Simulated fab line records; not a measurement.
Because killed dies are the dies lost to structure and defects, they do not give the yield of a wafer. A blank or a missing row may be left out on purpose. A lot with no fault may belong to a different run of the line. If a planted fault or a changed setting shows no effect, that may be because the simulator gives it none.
One fault through the eyes of 2 desks :: flow sky130 :: each desk has only its own numbers; what lay behind them comes last

== FOR THE TOOL OWNER'S DESK: plasma asher-04 ==
The tool's own readings at SKY_LDD_N_STRIP_16 (strips in O2/N2): means of the sampled wafers that have a number, for each lot that ran on this tool. A lot is out of limits, marked OUT, if its mean lies more than 4 standard deviations from the usual mean; the brackets give that distance.
Columns: A = chamber pressure mTorr at SKY_LDD_N_STRIP_16, usual 1500.1 mTorr; B = drypump motor current A at SKY_LDD_N_STRIP_16, usual 5.57 A; C = oes product au at SKY_LDD_N_STRIP_16, usual 0.406 a.u.; D = strip time to endpoint s at SKY_LDD_N_STRIP_16, usual 4.309 s
lot: L834
first seen here: day 20 19:21
A: 1499.2
B: 5.68
C: 0.407
D: 4.308

lot: L837
first seen here: day 21 16:31
A: 1504.7
B: 5.53
C: 0.639 (+54) OUT
D: -

lot: L843
first seen here: day 23 16:45
A: 1501.6
B: 5.51
C: 0.405
D: 4.279

lot: L844
first seen here: day 24 14:47
A: 1499.0
B: 5.50
C: 0.405
D: 4.314

lot: L847
first seen here: day 25 05:02
A: 1501.5
B: 5.52
C: 0.406
D: 4.301

lot: L848
first seen here: day 25 06:30
A: 1500.1
B: 5.64
C: 0.408
D: 4.308
Finding of this desk: L837 out of limits; the first was L837 at day 21 16:31, on oes product au at SKY_LDD_N_STRIP_16. In limits: L834, L843, L844, L847, L848.

== METROLOGY DESK ==
What the gauges read, lot by lot, whatever tool the lot ran on: means of the sampled wafers that have a number. A lot is out of limits, marked OUT, if its mean lies more than 4 standard deviations from the usual mean; the brackets give that distance.
Columns: A = cd nm at SKY_LDD_P_CD_MEAS_07, usual 380.4 nm; B = LDD_P_OVL at SKY_LDD_P_OVL_MEAS_08, usual -0.5 nm; C = LDD_P_TW at SKY_LDD_P_TW_MEAS_11, usual 633
lot: L827
first seen here: day 19 00:23
A: 378.7
B: -1.8
C: 638

lot: L828
first seen here: day 20 00:02
A: 379.9
B: -1.5
C: 636

lot: L831
first seen here: day 20 09:58
A: 379.7
B: -2.2
C: 637

lot: L832
first seen here: day 21 06:22
A: 380.5
B: -1.5
C: 630

lot: L834
first seen here: day 22 01:58
A: 381.4
B: 0.5
C: 635

lot: L837
first seen here: day 22 22:42
A: 380.0
B: -1.0
C: 30 (-99 or more) OUT

lot: L843
first seen here: day 24 22:53
A: 380.5
B: 0.9
C: 626

lot: L844
first seen here: day 25 20:31
A: 378.3
B: 1.6
C: 631

lot: L846
first seen here: day 26 03:55
A: 379.2
B: -2.5
C: 627

lot: L845
first seen here: day 26 07:10
A: 377.9
B: 0.3
C: 632

lot: L847
first seen here: day 26 09:56
A: 381.7
B: -1.3
C: 630

lot: L848
first seen here: day 26 11:43
A: 379.6
B: -0.8
C: 631

lot: L850
first seen here: day 27 03:31
A: 378.3
B: 0.8
C: 630
Finding of this desk: L837 out of limits, first seen on L837 at day 22 23:07 (LDD_P_TW at SKY_LDD_P_TW_MEAS_11). In limits: L827, L828, L831, L832, L834, L843, L844, L846, L845, L847, L848, L850.

== ALL TOGETHER ==
On L837, at day 21 16:31, an alarm was possible from the tool owner's desk.
L837 would have let the metrology desk raise an alarm at day 22 23:07.
The lots listed all ran SKY_LDD_N_STRIP_16 on plasma asher-04.

== WHAT THE SIMULATOR HAD PUT IN ==
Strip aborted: plasma asher-04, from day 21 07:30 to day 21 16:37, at SKY_LDD_N_STRIP_16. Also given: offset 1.
Shown lots that were struck: L837.
Counting hours from when the fault started, the first reading out of limits came at 9 for the tool owner's desk and at 40 for the metrology desk.
